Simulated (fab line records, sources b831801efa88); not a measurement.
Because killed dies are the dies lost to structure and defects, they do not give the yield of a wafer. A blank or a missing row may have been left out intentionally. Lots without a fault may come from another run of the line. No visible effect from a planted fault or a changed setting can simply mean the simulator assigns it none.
fab line records	flow sfq-line
[record] lots = 7	wafers = 21	last-day = 85
route steps=325 shown I1@83 M2@88 I2@103 M3@118 M8@325
lots that met no fault: taken from a fault-free run of the same line
start-h: start of the lot's first displayed wafer, in hours after the record's first day	wait-h: time in hours since the lot's previous step	" identical to the entry in the row above	L1.1+2: several wafers, shown together as one row	- no value present, or no start provided	* or withheld: withheld	< > ~ a bound
route shown NAME@n: names a module that has steps shown in the file, with the first one's number in the route	usual: mean/standard deviation taken from wafers without a fault	same: alike in all rows	chamber/n: place in a boat	sites: the reading at each site	_std_site: how widely they spread, as a standard deviation	_edge_site: outer sites' mean less inner sites'	radius-mm: for every site, how far away it sits from the centre of the wafer	mask NAME#n: copy n	behind: the last tool/chamber to shape the wafer	hold: the reason the lot was held/the length of the hold in hours/how it ended	device: the transistor (n, p or np) that didn't switch	end of line: tests of these same wafers at the route's end	a step given without rows: its recipe and nothing more	killed: not the wafer's yield, but the dies lost to structure and defects at the first sort	map: dies across one wafer; x = killed, . = not, _ = none there
set.NAME: the setting as run; set.NAME@STEP: as run at that earlier step	model.NAME: the simulator's own value behind a step, which no gauge read
a table for each step, a row for each wafer; lots at some steps of the route
services: the hour from which a tool's chamber was out of use, counted from the record's first day as start-h (under 0 if before that day), plus the number of hours and why
[[steps]]
[step SFQ_I1_OVL_MEAS_913]
[usual] I1_OVL = 2/5.5
lot.wafer	tool	chamber	start-h	wait-h	I1_OVL[nm]
L100.1	overlay-02	-	540.72	0.1	5
L100.5	"	-	"	"	8
L100.6	"	-	"	"	7
L101.1	overlay-01	-	543.12	0.1	-3
L101.2	"	-	"	"	6
L101.4	"	-	"	"	6
L111.2	overlay-02	-	669.62	0.1	6
L111.3	"	-	"	"	3
L111.5	"	-	"	"	1
L112.3	overlay-02	-	672.02	0.1	0
L112.4	"	-	"	"	10
L112.5	"	-	"	"	-4
L113.1	overlay-02	-	673.21	0.1	1
L113.3	"	-	"	"	2
L113.4	"	-	"	"	6
L119.1	overlay-01	-	684.65	0.1	-2
L119.4	"	-	"	"	2
L119.5	"	-	"	"	2
L122.2	overlay-01	-	847.97	0.1	-3
L122.3	"	-	"	"	-8
L122.4	"	-	"	"	-4
[step SFQ_TRILAYER_I1_VIA_BARC_OPEN_VIA_ETCH_071]
[recipe] mask-material = PR	chemistry = O2	target-depth-nm = 125	target = BARC	source-w = 518.1	bias-w = 80	pressure-mtorr = 30	time-s = 41.7
[usual] drypump-motor-current-A = 5.6/0.33	oes-product-au = 0.685/0.0048
lot.wafer	tool	chamber	start-h	wait-h	drypump-motor-current-A	oes-product-au	rf-hours-counter-h
L100.1	rie-diel-02	1	540.76	0.0	5.7	0.685	41
L100.5	"	3	"	"	5.9	0.685	-
L100.6	"	2	"	"	5.6	0.690	-
L101.1	rie-diel-01	3	543.16	0.0	5.1	0.687	56
L101.2	"	2	"	"	5.1	0.687	56
L101.4	"	1	"	"	5.1	0.684	0
L111.2	rie-diel-02	0	669.65	0.0	6.1	0.686	8
L111.3	"	2	"	"	5.6	0.683	66
L111.5	"	2	"	"	5.6	0.687	-
L112.3	rie-diel-01	2	672.05	0.0	5.1	0.674	58
L112.4	"	1	"	"	5.0	0.687	1
L112.5	"	3	"	"	5.1	0.689	-
L113.1	rie-diel-03	3	673.25	0.0	5.9	0.674	40
L113.3	"	2	"	"	5.7	0.686	49
L113.4	"	3	"	"	5.9	0.685	-
L119.1	rie-diel-02	1	684.69	0.0	5.7	0.685	43
L119.4	"	0	"	"	6.0	0.683	9
L119.5	"	2	"	"	5.6	0.683	-
L122.2	rie-diel-01	2	848.00	0.0	5.1	0.687	1
L122.3	"	1	"	"	5.1	0.682	4
L122.4	"	0	"	"	5.8	0.691	3
[step SFQ_TRILAYER_I1_VIA_ETCH_VIA_ETCH_052]
[recipe] target = SiO2	stop-on = Nb	mask-material = PR	taper-deg = 20	chemistry = CHF3	target-depth-nm = 260	source-w = 500	bias-w = 80	pressure-mtorr = 30	time-s = withheld
[usual] drypump-motor-current-A = 5.6/0.33	oes-product-au = 0.855/0.0053
lot.wafer	tool	chamber	start-h	wait-h	drypump-motor-current-A	oes-product-au
L100.1	rie-diel-02	1	540.80	0.0	5.7	0.849
L100.5	"	3	"	"	5.9	0.852
L100.6	"	2	"	"	5.6	0.861
L101.1	rie-diel-01	3	543.20	0.0	5.1	0.851
L101.2	"	2	"	"	5.1	0.858
L101.4	"	1	"	"	5.1	0.862
L111.2	rie-diel-02	0	669.69	0.0	6.1	0.850
L111.3	"	2	"	"	5.6	0.855
L111.5	"	2	"	"	5.6	0.850
L112.3	rie-diel-01	2	672.09	0.0	5.1	0.858
L112.4	"	1	"	"	5.1	0.854
L112.5	"	3	"	"	5.1	0.848
L113.1	rie-diel-03	3	673.29	0.0	5.9	0.850
L113.3	"	2	"	"	5.7	0.854
L113.4	"	3	"	"	5.9	0.847
L119.1	rie-diel-02	1	684.73	0.0	5.7	0.849
L119.4	"	0	"	"	6.0	0.855
L119.5	"	2	"	"	5.6	0.854
L122.2	rie-diel-01	2	848.04	0.0	5.1	0.852
L122.3	"	1	"	"	5.1	0.864
L122.4	"	0	"	"	5.7	0.858
[step SFQ_TRILAYER_I1_VIA_STRIP_STRIP_053]
[recipe] gas = O2	power-w = 200	platen-temp-c = 40	overash-fraction = 0.65	chemistry = O2	pressure-mtorr = 50
[step SFQ_TRILAYER_I1_VIA_STRIP_SOLV_CLEAN_054]
[recipe] chemistry = NMP	temp-c = 70	time-s = 600
[step SFQ_TRILAYER_M2_DEP_PRE_CLEAN_056]
[recipe] gas = Ar	time-s = 22.5	bias-v = 250
[step SFQ_TRILAYER_M2_DEP_SPUTTER_055]
[recipe] material = Nb	base-pressure-pa = 1.33e-06	chamber-pressure-pa = 0.1333	substrate-temp-c = 20	resputter-cathode-voltage-v = 400	target-thk-nm = 200	power-w = 2000	time-s = 133.3
[step SFQ_M2_RS_MEAS_914]
[recipe] thk-meas-gauge = four-point-probe	reads = Nb_of_TRILAYER_M2_DEP_SPUTTER_055
[usual] M2_NB_RS = 0.889/0.0087
lot.wafer	tool	chamber	start-h	wait-h	M2_NB_RS[ohm/sq]
L100.1	film-metro-03	-	541.81	0.0	0.876
L100.5	"	-	"	"	0.883
L100.6	"	-	"	"	0.884
L101.1	film-metro-03	-	544.21	0.0	0.895
L101.2	"	-	"	"	0.880
L101.4	"	-	"	"	0.889
L111.2	film-metro-02	-	670.71	0.1	0.868
L111.3	"	-	"	"	0.873
L111.5	"	-	"	"	0.884
L112.3	film-metro-02	-	673.13	0.1	0.895
L112.4	"	-	"	"	0.899
L112.5	"	-	"	"	0.893
L113.1	film-metro-03	-	674.29	0.0	0.893
L113.3	"	-	"	"	0.917
L113.4	"	-	"	"	0.894
L119.1	film-metro-03	-	685.75	0.0	0.884
L119.4	"	-	"	"	0.893
L119.5	"	-	"	"	0.880
L122.2	film-metro-03	-	849.09	0.1	0.880
L122.3	"	-	"	"	0.883
L122.4	"	-	"	"	0.875
[step SFQ_TRILAYER_M2_LITHO_COAT_062]
[recipe] resist = BARC	spin-rpm = 3000	resist-thk-nm = 62
[step SFQ_TRILAYER_M2_LITHO_COAT_057]
[recipe] resist = KrF	spin-rpm = 3000	resist-thk-nm = 600
[step SFQ_TRILAYER_M2_LITHO_SOFTBAKE_061]
[recipe] temp-c = withheld	time-s = withheld	resist = KrF
[step SFQ_TRILAYER_M2_LITHO_EXPOSE_058]
[recipe] mask-id = M2	na = 0.6	source-shape = conventional	sigma-outer = 0.65	target-cd-nm = 500	dose-mj = 14.4
[usual] exposure-dose-mJ-cm2 = 14.401/0.015	stage-vel-mm-s = 500.03/0.22
lot.wafer	tool	chamber	start-h	wait-h	mask	exposure-dose-mJ-cm2	stage-vel-mm-s
L100.1	krf-scanner-02	0	696.35	-	M2#0	14.432	500.06
L100.5	"	0	"	"	M2#0	14.410	500.06
L100.6	"	0	"	"	M2#0	14.401	500.25
L101.1	krf-scanner-01	0	702.22	-	M2#0	14.415	499.85
L101.2	"	0	"	"	M2#0	14.405	499.90
L101.4	"	0	"	"	M2#0	14.396	499.80
L111.2	krf-scanner-02	0	826.14	-	M2#0	11.257	499.86
L111.3	"	0	"	"	M2#0	11.268	499.82
L111.5	"	0	"	"	M2#0	11.247	499.89
L112.3	krf-scanner-02	0	828.74	-	M2#0	11.270	499.99
L112.4	"	0	"	"	M2#0	11.273	499.87
L112.5	"	0	"	"	M2#0	11.267	499.95
L113.1	krf-scanner-02	0	829.54	-	M2#0	11.253	499.90
L113.3	"	0	"	"	M2#0	11.284	499.91
L113.4	"	0	"	"	M2#0	11.261	500.14
L119.1	krf-scanner-01	0	841.67	-	M2#0	14.414	499.76
L119.4	"	0	"	"	M2#0	14.396	500.13
L119.5	"	0	"	"	M2#0	14.423	499.93
L122.2	krf-scanner-01	0	1005.96	-	M2#0	14.413	499.99
L122.3	"	0	"	"	M2#0	14.378	500.21
L122.4	"	0	"	"	M2#0	14.414	500.49
[step SFQ_TRILAYER_M2_LITHO_PEB_060]
[recipe] peb-temp-c = 115	peb-time-s = 60	resist = KrF
[step SFQ_TRILAYER_M2_LITHO_DEVELOP_059]
[recipe] time-s = 60	resist = KrF
[step SFQ_M2_OVL_MEAS_916]
[usual] M2_OVL = -2/5.4
lot.wafer	tool	chamber	start-h	wait-h	M2_OVL[nm]
L100.1	overlay-01	-	697.85	0.1	-6
L100.5	"	-	"	"	-7
L100.6	"	-	"	"	-3
L101.1	overlay-01	-	703.72	0.1	12
L101.2	"	-	"	"	8
L101.4	"	-	"	"	6
L111.2	overlay-01	-	827.45	0.1	-3
L111.3	"	-	"	"	-3
L111.5	"	-	"	"	2
L112.3	overlay-01	-	829.85	0.1	-2
L112.4	"	-	"	"	5
L112.5	"	-	"	"	3
L113.1	overlay-02	-	831.04	0.1	-1
L113.3	"	-	"	"	-1
L113.4	"	-	"	"	-5
L119.1	overlay-01	-	843.17	0.1	0
L119.4	"	-	"	"	-12
L119.5	"	-	"	"	-1
L122.2	overlay-01	-	1007.27	0.1	-5
L122.3	"	-	"	"	1
L122.4	"	-	"	"	-2
[step SFQ_TRILAYER_M2_BARC_OPEN_METAL_ETCH_077]
[recipe] mask-material = PR	chemistry = O2	target-depth-nm = 125	target = BARC	icp-w = 600	bias-w = 80	pressure-mtorr = 10	time-s = 43.11
[usual] drypump-motor-current-A = 5.9/0.43	oes-product-au = 0.680/0.0046
lot.wafer	tool	chamber	start-h	wait-h	drypump-motor-current-A	oes-product-au	rf-hours-counter-h	model.M2.cd-nm
L100.1	rie-metal-04	0	697.89	0.0	5.8	0.683	34	501
L100.5	"	0	"	"	5.8	0.673	-	500.6
L100.6	"	1	"	"	5.5	0.678	-	500.8
L101.1	rie-metal-04	1	703.75	0.0	5.5	0.689	10	499.7
L101.2	"	0	"	"	5.8	0.685	34	499.5
L101.4	"	0	"	"	5.8	0.691	-	500.5
L111.2	rie-metal-02	0	827.48	0.0	6.7	0.679	73	539.3
L111.3	"	0	"	"	6.7	0.686	-	538.8
L111.5	"	1	"	"	5.4	0.674	-	540.3
L112.3	rie-metal-02	1	829.90	0.0	5.4	0.681	-	539.7
L112.4	"	0	"	"	6.7	0.687	-	539
L112.5	"	0	"	"	6.7	0.682	-	537.9
L113.1	rie-metal-04	0	831.08	0.0	5.8	0.679	49	541.3
L113.3	"	1	"	"	5.5	0.690	-	540.8
L113.4	"	0	"	"	5.8	0.677	-	540.9
L119.1	rie-metal-01	0	843.20	0.0	5.9	0.681	73	500.6
L119.4	"	0	"	"	5.9	0.679	-	500.4
L119.5	"	0	"	"	5.9	0.680	-	500.8
L122.2	rie-metal-01	1	1007.30	0.0	6.1	0.677	20	501.7
L122.3	"	0	"	"	5.9	0.676	-	501.6
L122.4	"	1	"	"	6.2	0.672	-	502.5
[step SFQ_TRILAYER_M2_ETCH_METAL_ETCH_060]
[recipe] target = Nb	stop-on = SiO2	mask-material = PR	chemistry = Cl2/Ar	target-depth-nm = 240	icp-w = 600	bias-w = 80	pressure-mtorr = 10	time-s = 120
[usual] drypump-motor-current-A = 5.9/0.43	oes-product-au = 0.895/0.0064
lot.wafer	tool	chamber	start-h	wait-h	drypump-motor-current-A	oes-product-au	rf-hours-counter-h	model.M2.cd-nm
L100.1	rie-metal-04	0	697.95	0.0	5.8	0.903	34	501.8
L100.5	"	0	"	"	5.8	0.906	-	500.1
L100.6	"	1	"	"	5.5	0.898	-	498.5
L101.1	rie-metal-04	1	703.81	0.0	5.5	0.896	10	498.3
L101.2	"	0	"	"	5.8	0.899	34	500.5
L101.4	"	0	"	"	5.8	0.894	-	501.7
L111.2	rie-metal-02	0	827.54	0.0	6.7	0.902	73	539.7
L111.3	"	0	"	"	6.7	0.908	-	539.7
L111.5	"	1	"	"	5.4	0.907	-	542.1
L112.3	rie-metal-02	1	829.98	0.1	5.4	0.891	-	540
L112.4	"	0	"	"	6.7	0.889	-	539.6
L112.5	"	0	"	"	6.6	0.893	-	537.9
L113.1	rie-metal-04	0	831.14	0.0	5.8	0.899	49	540.6
L113.3	"	1	"	"	5.5	0.885	-	541.5
L113.4	"	0	"	"	5.8	0.894	-	539.7
L119.1	rie-metal-01	0	843.32	0.1	5.9	0.898	73	501.8
L119.4	"	0	"	"	5.9	0.890	-	502.3
L119.5	"	0	"	"	5.9	0.900	-	500.3
L122.2	rie-metal-01	1	1007.36	0.0	6.2	0.903	20	500.6
L122.3	"	0	"	"	5.9	0.891	-	501.9
L122.4	"	1	"	"	6.2	0.898	-	500
[step SFQ_TRILAYER_M2_STRIP_STRIP_061]
[recipe] gas = O2	power-w = 200	platen-temp-c = 40	overash-fraction = 0.65	chemistry = O2	pressure-mtorr = 50
[step SFQ_TRILAYER_M2_STRIP_SOLV_CLEAN_062]
[recipe] chemistry = NMP	temp-c = 70	time-s = 600
[step SFQ_TRILAYER_I2_DEP_PECVD_063]
[recipe] material = SiO2	temp-c = 150	time-s = 111.11	pressure-torr = 2.4	rf-w = 183.3	precursor = SiH4/N2O	target-thk-nm = 500
[step SFQ_TRILAYER_I2_CMP_CMP_064]
[recipe] material = SiO2	down-force-psi = 3	platen-rpm = 60	pad-velocity-m-s = 0.94248
[usual] motor-current-A = 10.1/0.71	platen-rpm = 60.00/0.046	time-to-endpoint-s = 219/7.1
lot.wafer	tool	chamber	start-h	wait-h	motor-current-A	platen-rpm	time-to-endpoint-s
L100.1	cmp-01	0	702.34	3.5	11.1	60.07	215
L100.5	"	2	703.34	4.4	10.4	60.01	225
L100.6	"	3	"	"	9.7	59.98	222
L101.1	cmp-01	1	704.79	0.0	9.9	59.94	223
L101.4	"	2	"	"	10.3	60.13	221
L101.2	"	0	706.29	1.5	10.4	59.94	218
L111.2	cmp-01	3	829.02	0.5	10.0	60.01	215
L111.3	"	1	830.02	1.5	10.3	60.00	205
L111.5	"	2	"	"	10.6	60.00	210
L112.3	cmp-02	1	831.42	0.5	9.4	59.98	219
L112.4	"	3	832.42	1.5	10.7	60.00	221
L112.5	"	0	"	"	10.1	59.94	225
L113.3	cmp-01	3	832.12	0.0	10.0	60.03	221
L113.1	"	0	"	"	10.8	60.01	216
L113.4	"	1	"	"	10.9	59.98	216
L119.4	cmp-02	0	847.50	2.3	10.3	60.02	231
L119.1	"	1	"	"	9.1	60.02	230
L119.5	"	3	849.00	3.8	10.3	59.95	231
L122.3	cmp-01	2	1008.33	0.0	10.9	60.12	210
L122.4	"	0	1009.33	1.0	11.0	60.05	207
L122.2	"	1	"	"	10.3	60.04	212
[step SFQ_I2_BOW_MEAS_917]
[recipe] mode = bow
[usual] I2_BOW = 2/7.3
lot.wafer	tool	chamber	start-h	wait-h	I2_BOW[um]
L100.1	film-metro-04	-	704.34	1.5	7
L100.5	"	-	"	"	-9
L100.6	"	-	"	"	0
L101.1	film-metro-03	-	707.79	2.5	-1
L101.2	"	-	"	"	-8
L101.4	"	-	"	"	-12
L111.2	film-metro-01	-	831.54	2.0	-9
L111.3	"	-	"	"	-10
L111.5	"	-	"	"	-7
L112.3	film-metro-03	-	833.96	2.0	3
L112.4	"	-	"	"	15
L112.5	"	-	"	"	-2
L113.1	film-metro-01	-	835.12	2.0	4
L113.3	"	-	"	"	1
L113.4	"	-	"	"	14
L119.1	film-metro-04	-	850.00	1.5	-7
L119.4	"	-	"	"	0
L119.5	"	-	"	"	9
L122.2	film-metro-03	-	1011.35	1.0	3
L122.3	"	-	"	"	-5
L122.4	"	-	"	"	2
[step SFQ_TRILAYER_I2_METRO_MEASURE_065]
[step SFQ_TRILAYER_I2_VIA_LITHO_COAT_072]
[recipe] resist = BARC	spin-rpm = 3000	resist-thk-nm = 62
[step SFQ_TRILAYER_I2_VIA_LITHO_COAT_067]
[recipe] resist = KrF	spin-rpm = 3000	resist-thk-nm = 650
[step SFQ_TRILAYER_I2_VIA_LITHO_SOFTBAKE_071]
[recipe] temp-c = withheld	time-s = withheld	resist = KrF
[step SFQ_TRILAYER_I2_VIA_LITHO_EXPOSE_068]
[recipe] mask-id = I2	na = 0.6	source-shape = conventional	sigma-outer = 0.65	target-cd-nm = 500	dose-mj = 21.3
[step SFQ_TRILAYER_I2_VIA_LITHO_PEB_070]
[recipe] peb-temp-c = 115	peb-time-s = 60	resist = KrF
[step SFQ_TRILAYER_I2_VIA_LITHO_DEVELOP_069]
[recipe] time-s = 60	resist = KrF
[step SFQ_I2_OVL_MEAS_918]
[usual] I2_OVL = 0/5
lot.wafer	tool	chamber	start-h	wait-h	I2_OVL[nm]
L100.1	overlay-02	-	863.69	0.1	-4
L100.5	"	-	"	"	3
L100.6	"	-	"	"	0
L101.1	overlay-02	-	866.09	0.1	-3
L101.2	"	-	"	"	-7
L101.4	"	-	"	"	-4
L111.2	overlay-02	-	991.54	0.1	0
L111.3	"	-	"	"	2
L111.5	"	-	"	"	-3
L112.3	overlay-01	-	992.75	0.1	-3
L112.4	"	-	"	"	2
L112.5	"	-	"	"	1
L113.1	overlay-01	-	993.93	0.1	-2
L113.3	"	-	"	"	-2
L113.4	"	-	"	"	-2
L119.1	overlay-02	-	1008.46	0.1	7
L119.4	"	-	"	"	6
L119.5	"	-	"	"	9
L122.2	overlay-02	-	1014.91	0.1	-6
L122.3	"	-	"	"	-1
L122.4	"	-	"	"	6
[step SFQ_TRILAYER_I2_VIA_BARC_OPEN_VIA_ETCH_096]
[recipe] mask-material = PR	chemistry = O2	target-depth-nm = 125	target = BARC	source-w = 481	bias-w = 80	pressure-mtorr = 30	time-s = 41.7
[usual] drypump-motor-current-A = 5.84/0.26	oes-product-au = 0.685/0.0049
lot.wafer	tool	chamber	start-h	wait-h	drypump-motor-current-A	oes-product-au	rf-hours-counter-h
L100.1	rie-diel-03	1	863.73	0.0	5.98	0.682	2
L100.5	"	2	"	"	5.71	0.691	-
L100.6	"	1	"	"	5.96	0.678	-
L101.1	rie-diel-02	2	866.13	0.0	5.60	0.685	2
L101.2	"	1	"	"	5.66	0.685	0
L101.4	"	0	"	"	6.05	0.688	11
L111.2	rie-diel-03	1	991.57	0.0	5.96	0.687	3
L111.3	"	0	"	"	5.83	0.695	9
L111.5	"	0	"	"	5.82	0.690	-
L112.3	rie-diel-02	2	992.77	0.0	5.60	0.686	4
L112.4	"	0	"	"	6.02	0.686	13
L112.5	"	2	"	"	5.60	0.690	-
L113.1	rie-diel-04	0	993.97	0.0	6.06	0.685	12
L113.3	"	3	"	"	6.29	0.687	18
L113.4	"	2	"	"	5.01	0.679	11
L119.1	rie-diel-02	2	1008.50	0.0	5.61	0.679	4
L119.4	"	1	"	"	5.66	0.680	3
L119.5	"	2	"	"	5.59	0.690	-
L122.2	rie-diel-04	1	1014.94	0.0	6.21	0.682	11
L122.3	"	0	"	"	6.05	0.692	12
L122.4	"	3	"	"	6.29	0.689	18
[step SFQ_TRILAYER_I2_VIA_ETCH_VIA_ETCH_070]
[recipe] target = SiO2	stop-on = Nb	mask-material = PR	taper-deg = 20	chemistry = CHF3	target-depth-nm = 260	source-w = 500	bias-w = 80	pressure-mtorr = 30	time-s = withheld
[step SFQ_TRILAYER_I2_VIA_STRIP_STRIP_071]
[recipe] gas = O2	power-w = 200	platen-temp-c = 40	overash-fraction = 0.65	chemistry = O2	pressure-mtorr = 50
[step SFQ_TRILAYER_I2_VIA_STRIP_SOLV_CLEAN_072]
[recipe] chemistry = NMP	temp-c = 70	time-s = 600
[step SFQ_TRILAYER_M3_DEP_PRE_CLEAN_074]
[recipe] gas = Ar	time-s = 22.5	bias-v = 250
[step SFQ_TRILAYER_M3_DEP_SPUTTER_073]
[recipe] material = Nb	base-pressure-pa = 1.33e-06	chamber-pressure-pa = 0.1333	substrate-temp-c = 20	resputter-cathode-voltage-v = 400	target-thk-nm = 200	power-w = 2000	time-s = 133.3
[usual] throttle-valve-pct = 30.4/1.4
lot.wafer	tool	chamber	start-h	wait-h	throttle-valve-pct
L100.1	pvd-sputter-03	-	864.69	0.0	29.3
L100.5	"	-	"	"	29.7
L100.6	"	-	"	"	32.2
L101.1	pvd-sputter-04	-	867.09	0.0	30.0
L101.2	"	-	"	"	31.9
L101.4	"	-	"	"	31.7
L111.2	pvd-sputter-06	-	992.73	0.0	28.8
L111.3	"	-	"	"	30.8
L111.5	"	-	"	"	31.0
L112.3	pvd-sputter-04	-	993.74	0.0	28.7
L112.4	"	-	"	"	31.9
L112.5	"	-	"	"	31.8
L113.1	pvd-sputter-03	-	994.94	0.0	30.8
L113.3	"	-	"	"	29.5
L113.4	"	-	"	"	31.9
L119.1	pvd-sputter-06	-	1009.45	0.0	27.7
L119.4	"	-	"	"	30.6
L119.5	"	-	"	"	30.9
L122.2	pvd-sputter-03	-	1015.90	0.0	29.7
L122.3	"	-	"	"	31.1
L122.4	"	-	"	"	29.5
[step SFQ_M3_RS_MEAS_919]
[recipe] thk-meas-gauge = four-point-probe	reads = Nb_of_TRILAYER_M3_DEP_SPUTTER_073
[usual] M3_NB_RS = 0.892/0.012
lot.wafer	tool	chamber	start-h	wait-h	M3_NB_RS[ohm/sq]
L100.1	film-metro-03	-	864.78	0.0	0.899
L100.5	"	-	"	"	0.899
L100.6	"	-	"	"	0.897
L101.1	film-metro-02	-	867.18	0.0	0.900
L101.2	"	-	"	"	0.905
L101.4	"	-	"	"	0.897
L111.2	film-metro-03	-	992.84	0.1	0.891
L111.3	"	-	"	"	0.903
L111.5	"	-	"	"	0.916
L112.3	film-metro-04	-	993.87	0.1	0.866
L112.4	"	-	"	"	0.880
L112.5	"	-	"	"	0.887
L113.1	film-metro-02	-	995.03	0.0	0.888
L113.3	"	-	"	"	0.883
L113.4	"	-	"	"	0.891
L119.1	film-metro-04	-	1009.54	0.0	0.890
L119.4	"	-	"	"	0.903
L119.5	"	-	"	"	0.900
L122.2	film-metro-03	-	1016.01	0.1	0.884
L122.3	"	-	"	"	0.873
L122.4	"	-	"	"	0.881
[step SFQ_TRILAYER_M3_LITHO_COAT_080]
[recipe] resist = BARC	spin-rpm = 3000	resist-thk-nm = 62
[step SFQ_TRILAYER_M3_LITHO_COAT_075]
[recipe] resist = KrF	spin-rpm = 3000	resist-thk-nm = 600
[step SFQ_TRILAYER_M3_LITHO_SOFTBAKE_079]
[recipe] temp-c = withheld	time-s = withheld	resist = KrF
[step SFQ_M8_BOW_MEAS_951]
[recipe] mode = bow
[usual] M8_BOW = 10/9.7
lot.wafer	tool	chamber	start-h	wait-h	M8_BOW[um]	model.etest.m2.ohm-um
L100.1	film-metro-03	-	1892.55	0.0	16	1.749
L100.5	"	-	"	"	2	1.767
L100.6	"	-	"	"	10	1.775
L101.1	film-metro-03	-	1893.75	0.0	-4	1.797
L101.2	"	-	"	"	-10	1.761
L101.4	"	-	"	"	-15	1.772
L111.2	film-metro-04	-	1986.94	0.0	9	1.605
L111.3	"	-	"	"	8	1.619
L111.5	"	-	"	"	12	1.628
L112.3	film-metro-03	-	1989.58	0.0	14	1.653
L112.4	"	-	"	"	27	1.664
L112.5	"	-	"	"	8	1.657
L113.1	film-metro-01	-	1990.73	0.0	16	1.652
L113.3	"	-	"	"	12	1.691
L113.4	"	-	"	"	26	1.656
L119.1	film-metro-01	-	2023.21	0.0	-12	1.762
L119.4	"	-	"	"	-6	1.773
L119.5	"	-	"	"	3	1.762
L122.2	film-metro-01	-	2047.27	0.0	-2	1.758
L122.3	"	-	"	"	-10	1.763
L122.4	"	-	"	"	-4	1.75
[[services]]
tool	chamber	start-h	hours	kind
cmp-01	-	519.35	1.8	repair
rie-diel-01	3	545.50	5.8	repair
rie-diel-01	1	551.64	11.9	repair
rie-diel-02	-	575.48	1.6	repair
cmp-01	-	575.58	4.0	pm
rie-diel-01	1	579.77	24.6	repair
rie-diel-01	-	609.97	0.3	repair
cmp-01	-	619.76	4.5	pm
cmp-01	-	625.11	0.5	repair
rie-diel-01	3	684.05	7.1	repair
rie-diel-02	3	702.98	8.1	repair
cmp-01	-	734.53	4.3	repair
cmp-01	-	751.50	6.2	repair
rie-metal-04	1	826.35	1.0	repair
rie-diel-01	1	832.09	4.2	repair
rie-diel-02	-	837.90	2.8	pm
rie-diel-02	1	855.17	3.7	repair
rie-diel-02	3	875.50	2.3	repair
rie-metal-04	-	896.95	0.3	repair
rie-diel-01	1	904.37	1.3	repair
rie-diel-02	3	917.00	6.5	repair
rie-diel-01	-	967.88	0.5	repair
rie-metal-04	-	986.40	0.9	repair
rie-metal-04	-	991.15	1.3	repair
[[key]]
[first-sign] step = SFQ_TRILAYER_M2_LITHO_EXPOSE_058	reading = exposure-dose-mJ-cm2	direction = down	sigmas = 99+	usual = 14.401	struck = 11.264
effect none on later readings
[model-effect] step = SFQ_TRILAYER_M2_BARC_OPEN_METAL_ETCH_077	value = M2.cd-nm	without = 500.4	struck = 539.8
[model-effect] step = SFQ_TRILAYER_M2_ETCH_METAL_ETCH_060	value = M2.cd-nm	without = 500.7	struck = 540.1
[model-effect] step = SFQ_M8_BOW_MEAS_951	value = etest.m2.ohm-um	without = 1.776	struck = 1.647
met-at SFQ_TRILAYER_M2_LITHO_EXPOSE_058
struck-wafers L111.2,L111.3,L111.5,L112.3,L112.4,L112.5,L113.1,L113.3,L113.4
[fault] kind = process-parameter-drift	tool = krf-scanner-02	chamber = -	onset-h = 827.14	steps = SFQ_TRILAYER_M2_LITHO_EXPOSE_058	channel = dose-mj	offset = -3.1336	shape = step	acts-in = these-recipes-only	stated = 14.4
